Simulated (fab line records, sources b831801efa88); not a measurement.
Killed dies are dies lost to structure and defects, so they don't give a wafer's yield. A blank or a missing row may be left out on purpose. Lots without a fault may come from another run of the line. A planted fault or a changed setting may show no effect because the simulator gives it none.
A struck lot beside a sound one | flow sky130 | 15 steps out of a route of 708
Sound: wafers L897.3, L897.5, L897.6. Struck: wafers L903.3, L903.4, L903.5. The cause comes at the end.
At each step with rows: each side's tool, then ch and its chambers, then its first start. Under that, the readings that differ: sound wafers | struck wafers | difference of the means | sigmas: that difference in standard deviations of wafers without a fault.
alike: readings whose means differ by less than 2 such deviations, and words and numbers that are the same on both sides. not compared: withheld readings, readings that some wafer has no value for, bounds like >300 that may hide the same value, and numbers for which the record gives no deviation and whose values overlap.
The two part at a step that has a row with sigmas, a row that says differs or no value, or rows on one side only. Numbers that don't overlap but have no deviation are shown without sigmas and don't part them. A reading that every wafer of one side lacks parts them only if that side has two wafers or more.

first, 2 steps without rows for these wafers: SKY_DNWELL_DEVELOP_06 (develop time 60 s); SKY_DNWELL_IMPLANT_07.
SKY_DNWELL_STRIP_08: strips in O2/N2.
  sound on plasma_asher-03 ch 0,1, day 4 13:22; struck on plasma_asher-04 ch 0,1, day 5 20:16
  alike: drypump_motor_current_A, n2_flow_sccm, oes_product_au, strip_time_to_endpoint_s
  not compared: rf_hours_counter_h
SKY_DNWELL_TW_MEAS_09:
  sound on film_metro-02, day 4 13:27; struck on film_metro-03, day 5 20:21
  reading   | sound          | struck         | difference | sigmas
  DNWELL_TW | 1097 1098 1099 | 1130 1133 1133 | +34        | +2
then, 7 steps without rows for these wafers: SKY_PWDE_DEHYDRATE_00 (time 60 s); SKY_PWDE_HMDS_01 (prime time 60 s); SKY_PWDE_COAT_02 (resist thk 3000 nm); SKY_PWDE_SOFTBAKE_03; SKY_PWDE_EXPOSE_04 (exposes mask PWDEM, target cd 840 nm); SKY_PWDE_PEB_05; SKY_PWDE_DEVELOP_06 (develop time 60 s).
SKY_PWDE_OVL_MEAS_07:
  sound on overlay-01, day 5 06:00; struck on overlay-02, day 6 14:36
  alike: PWDE_OVL
SKY_PWDE_IMPLANT_08:
  sound on implanter-04 ch 0, day 5 06:04; struck on implanter-02 ch 0, day 6 14:40
  reading                   | sound                | struck               | difference | sigmas
  beam_energy_keV           | 149.94 149.96 149.88 | 138.97 139.02 139.02 | -10.92     | -99 or more
  model.implant.rp_nm (nm)  | 426.1 426.1 426.1    | 418.8 418.8 418.8    | -7.3       |
  model.implant.drp_nm (nm) | 97.97 97.97 97.97    | 95.21 95.21 95.21    | -2.76      |
SKY_PWDE_STRIP_09: strips in O2/N2.
  sound on plasma_asher-02 ch 0,1, day 5 06:12; struck on plasma_asher-04 ch 0,1, day 6 14:49
  alike: drypump_motor_current_A, n2_flow_sccm, oes_product_au, strip_time_to_endpoint_s
  not compared: rf_hours_counter_h
-- the record jumps here: 42 days lie between the struck wafers' starts before and after (it left off in module PWDE and takes up again in module PAD_OPEN, whose first step shown is number 708 of the route) --
SKY_PAD_OPEN_PROBE_99:
  sound on prober-02, day 47 05:01; struck on prober-02, day 48 15:10
  alike: killed_at_M0_to_M3, killed_at_M4_up, killed_at_contacts, killed_at_front_end, killed_at_other, killed_dies, killed_open, killed_short
  not compared: model.etest.res_p_drift_20v.line_ohm_um, model.etest.res_p_drift_20v.rs_ohm_sq

WHERE THEY PART
First at SKY_DNWELL_TW_MEAS_09; last, within this record, at SKY_PWDE_IMPLANT_08. Later steps at which nothing parts them and some readings are alike: SKY_PWDE_STRIP_09, SKY_PAD_OPEN_PROBE_99.

WHY: what the simulator had put in
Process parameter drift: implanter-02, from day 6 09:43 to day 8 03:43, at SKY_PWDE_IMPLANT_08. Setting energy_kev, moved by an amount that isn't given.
